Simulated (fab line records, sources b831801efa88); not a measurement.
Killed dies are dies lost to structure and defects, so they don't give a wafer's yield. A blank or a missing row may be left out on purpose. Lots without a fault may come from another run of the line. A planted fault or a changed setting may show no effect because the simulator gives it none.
A struck lot beside a sound one | flow sky130 | 19 steps out of a route of 708
Sound: wafers L713.3, L713.5, L713.6. Struck: wafers L724.3, L724.5, L724.6. The cause comes at the end.
At each step with rows: each side's tool, then ch and its chambers, then its first start. Under that, the readings that differ: sound wafers | struck wafers | difference of the means | sigmas: that difference in standard deviations of wafers without a fault.
alike: readings whose means differ by less than 2 such deviations, and words and numbers that are the same on both sides. not compared: withheld readings, readings that some wafer has no value for, bounds like >300 that may hide the same value, and numbers for which the record gives no deviation and whose values overlap.
The two part at a step that has a row with sigmas, a row that says differs or no value, or rows on one side only. Numbers that don't overlap but have no deviation are shown without sigmas and don't part them. A reading that every wafer of one side lacks parts them only if that side has two wafers or more.

first, 1 step without rows for these wafers: SKY_VT_ADJUST_HVTP_DEVELOP_06 (develop time 60 s).
SKY_VT_ADJUST_HVTP_CD_MEAS_07: target cd 380 nm.
  sound on cd_sem-02, day 8 01:59; struck on cd_sem-02, day 11 03:58
  alike: cd_nm
SKY_VT_ADJUST_HVTP_OVL_MEAS_08:
  sound on overlay-02, day 8 02:04; struck on overlay-02, day 11 04:03
  reading                 | sound       | struck         | difference | sigmas
  VT_ADJUST_HVTP_OVL (nm) | 0.8 3.0 1.9 | -2.0 -1.1 -2.9 | -3.9       | -2
then, 1 step without rows for these wafers: SKY_VT_ADJUST_HVTP_IMPLANT_09.
SKY_VT_ADJUST_HVTP_STRIP_10: strips in O2/N2.
  sound on plasma_asher-01 ch 0,1, day 8 02:16; struck on plasma_asher-04 ch 0,1, day 11 04:16
  reading                      | sound             | struck            | difference | sigmas
  strip_time_to_endpoint_s (s) | 14.15 14.16 14.15 | 14.26 14.24 14.22 | +0.09      | +2
  alike: drypump_motor_current_A, oes_product_au
  not compared: rf_hours_counter_h
SKY_VT_ADJUST_HVTP_TW_MEAS_11:
  sound on film_metro-04, day 8 02:22; struck on film_metro-02, day 11 04:20
  alike: VT_ADJUST_HVTP_TW
then, 6 steps without rows for these wafers: SKY_VT_ADJUST_LVTN_DEHYDRATE_00 (time 60 s); SKY_VT_ADJUST_LVTN_HMDS_01 (prime time 60 s); SKY_VT_ADJUST_LVTN_COAT_02 (resist thk 3000 nm); SKY_VT_ADJUST_LVTN_SOFTBAKE_03; SKY_VT_ADJUST_LVTN_EXPOSE_04 (exposes mask NWM COMPLEMENT LESS NATIVE, target cd 840 nm); SKY_VT_ADJUST_LVTN_PEB_05.
SKY_VT_ADJUST_LVTN_DEVELOP_06: develop time 60 s.
  sound on litho_track-04 ch 0, day 8 23:00; struck on litho_track-01 ch 0, day 12 03:00
  alike: chill_plate_temp_C, resist_line_temp_C
SKY_VT_ADJUST_LVTN_OVL_MEAS_07:
  sound on overlay-02, day 8 23:51; struck on overlay-01, day 12 03:38
  reading                 | sound        | struck | difference                    | sigmas
  VT_ADJUST_LVTN_OVL (nm) | 1.1 -1.3 0.5 | - - -  | no value on the struck wafers |
then, 1 step without rows for these wafers: SKY_VT_ADJUST_LVTN_IMPLANT_08.
SKY_VT_ADJUST_LVTN_STRIP_09: strips in O2/N2.
  sound on plasma_asher-02 ch 0,1, day 9 00:03; struck on plasma_asher-02 ch 0,1, day 12 03:51
  alike: drypump_motor_current_A, oes_product_au, strip_time_to_endpoint_s
  not compared: rf_hours_counter_h
SKY_VT_ADJUST_LVTN_TW_MEAS_10:
  sound on film_metro-04, day 9 00:08; struck on film_metro-04, day 12 03:56
  reading           | sound             | struck         | difference | sigmas
  VT_ADJUST_LVTN_TW | 242.5 241.8 241.3 | 30.2 30.2 30.2 | -211.7     | -88
then, 1 step without rows for these wafers: SKY_VT_ADJUST_LVTN_DEHYDRATE_11 (time 60 s).
-- the record jumps here: 38 days lie between the struck wafers' starts before and after (it left off in module VT_ADJUST_LVTN and takes up again in module PAD_OPEN, whose first step shown is number 708 of the route) --
SKY_PAD_OPEN_PROBE_99:
  sound on prober-01, day 48 00:40; struck on prober-02, day 50 06:55
  reading             | sound     | struck      | difference | sigmas
  killed_at_front_end | 19 26 12  | 414 423 433 | +404       | +99 or more
  killed_dies         | 88 104 82 | 492 492 492 | +401       | +45
  killed_on_rim       | 21 17 15  | 96 96 96    | +78        | +24
  alike: killed_at_M0_to_M3, killed_at_M4_up, killed_at_contacts, killed_at_other, killed_open, killed_short

WHERE THEY PART
First at SKY_VT_ADJUST_HVTP_OVL_MEAS_08; last, within this record, at SKY_PAD_OPEN_PROBE_99.

WHY: what the simulator had put in
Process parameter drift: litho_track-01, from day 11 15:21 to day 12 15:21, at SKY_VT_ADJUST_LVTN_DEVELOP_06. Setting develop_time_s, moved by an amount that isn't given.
